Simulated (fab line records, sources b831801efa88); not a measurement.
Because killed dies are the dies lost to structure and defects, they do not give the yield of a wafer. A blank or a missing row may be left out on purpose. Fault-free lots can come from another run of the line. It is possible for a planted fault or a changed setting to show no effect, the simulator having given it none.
Comparing a struck lot with a sound one | flow sky130 | 17 out of 708 route steps
Sound: these wafers, L671.1, L671.2, L671.4. Struck: wafers L682.1, L682.4, L682.5. Last of all comes the cause.
Per side, at each step with rows, come the tool, then ch with its chambers, and then its first start. Under that, the readings that differ: sound wafers | struck wafers | difference of the means | sigmas: that difference in standard deviations of wafers without a fault.
alike: a reading whose means differ by less than 2 such deviations, as well as words and numbers matching on both sides. not compared: withheld readings; readings where some wafer has no value; bounds like >300 that might hide an equal value; numbers whose values overlap and for which the record gives no deviation.
The two part at a step that has a row with sigmas, a row that says differs or no value, or rows on one side only. Numbers that have no deviation but don't overlap get no sigmas and don't part them. A reading that every wafer of one side lacks parts them only if that side has two wafers or more.

SKY_SPACER_THK_MEAS_01:
  struck on film metro-02, day 30 12:24; sound on film metro-02, day 27 04:31
  alike: SPACER_CVD_00_THK
SKY_SPACER_ETCHBACK_02: etches Si3N4 in CH3F/O2, stops on SiO2, time 46.7 s, target depth 45 nm.
  sound on rie diel-01 ch 0,2,3, day 27 04:34; struck on rie diel-01 ch 0,2, day 30 12:28
  alike: bias w, ch3f flow sccm, drypump motor current A, oes product au, throttle valve pct
  not compared: rf hours counter h
then, 8 steps without rows for these wafers: SKY_POLY_CUT_DEHYDRATE_00 (time 60 s); SKY_POLY_CUT_HMDS_01 (prime time 60 s); SKY_POLY_CUT_COAT_02 (resist thk 60 nm); SKY_POLY_CUT_COAT_03 (resist thk 450 nm); SKY_POLY_CUT_SOFTBAKE_04 (time 90 s); SKY_POLY_CUT_EXPOSE_05 (exposes mask NPCM, target cd 270 nm); SKY_POLY_CUT_PEB_06; SKY_POLY_CUT_DEVELOP_07 (develop time 60 s).
SKY_POLY_CUT_CD_MEAS_08: the cd target is 270 nm.
  struck on cd sem-01, day 31 15:50; sound on cd sem-02, day 28 08:35
  alike: cd nm
SKY_POLY_CUT_OVL_MEAS_09:
  struck on overlay-01, day 31 15:58; sound on overlay-02, day 28 08:42
  reading           | sound      | struck | difference | sigmas
  POLY_CUT_OVL (nm) | -5 -12 -13 | 1 5 -1 | +12        | +2
SKY_POLY_CUT_ETCH_10: etches BARC in N2/H2, stops on SiO2, time 45.9 s, target depth 60 nm.
  sound on rie diel-01 ch 0,1,2, day 28 08:44; struck on rie diel-04 ch 0,2,3, day 31 15:59
  reading                                         | sound             | struck            | difference | sigmas
  model.KrF-thick_of_POLY_CUT_COAT_03.thk nm (nm) | 409.2 408.5 408.1 | 414.7 414.4 414.1 | +5.8       |
  alike: bias w, drypump motor current A, oes product au, throttle valve pct
  not compared: rf hours counter h
SKY_POLY_CUT_ETCH_11: etches Si3N4 in CF4/CH2F2/Ar, stops on poly-Si, time 42.5 s, target depth 60 nm.
  sound on rie diel-01 ch 0,1,2, day 28 08:47; struck on rie diel-04 ch 0,2,3, day 31 16:02
  alike: bias w, drypump motor current A, oes product au, throttle valve pct
  not compared: rf hours counter h
SKY_POLY_CUT_STRIP_12: strips in O2/N2.
  sound on plasma asher-01 ch 0,1, day 28 08:49; struck on plasma asher-03 ch 0, day 31 16:04
  reading                      | sound             | struck            | difference | sigmas
  strip time to endpoint s (s) | 5.368 5.351 5.349 | 5.447 5.418 5.416 | +0.071     | +4
  alike: drypump motor current A, oes product au
  not compared: rf hours counter h
then, 1 step without rows for these wafers: SKY_SD_P_DEHYDRATE_00 (time 60 s).
-- a jump in the record: the struck wafers' starts before and after are 19 days apart (it breaks off in module SD_P and resumes in module PAD_OPEN, where the first step shown is number 708 of the route) --
SKY_PAD_OPEN_PROBE_99:
  the record has rows for the struck wafers here (prober-02, day 50 16:02) and none for the sound ones

WHERE THEY PART
First at SKY_POLY_CUT_OVL_MEAS_09; last, within this record, at SKY_PAD_OPEN_PROBE_99.

WHY: what had been put in by the simulator
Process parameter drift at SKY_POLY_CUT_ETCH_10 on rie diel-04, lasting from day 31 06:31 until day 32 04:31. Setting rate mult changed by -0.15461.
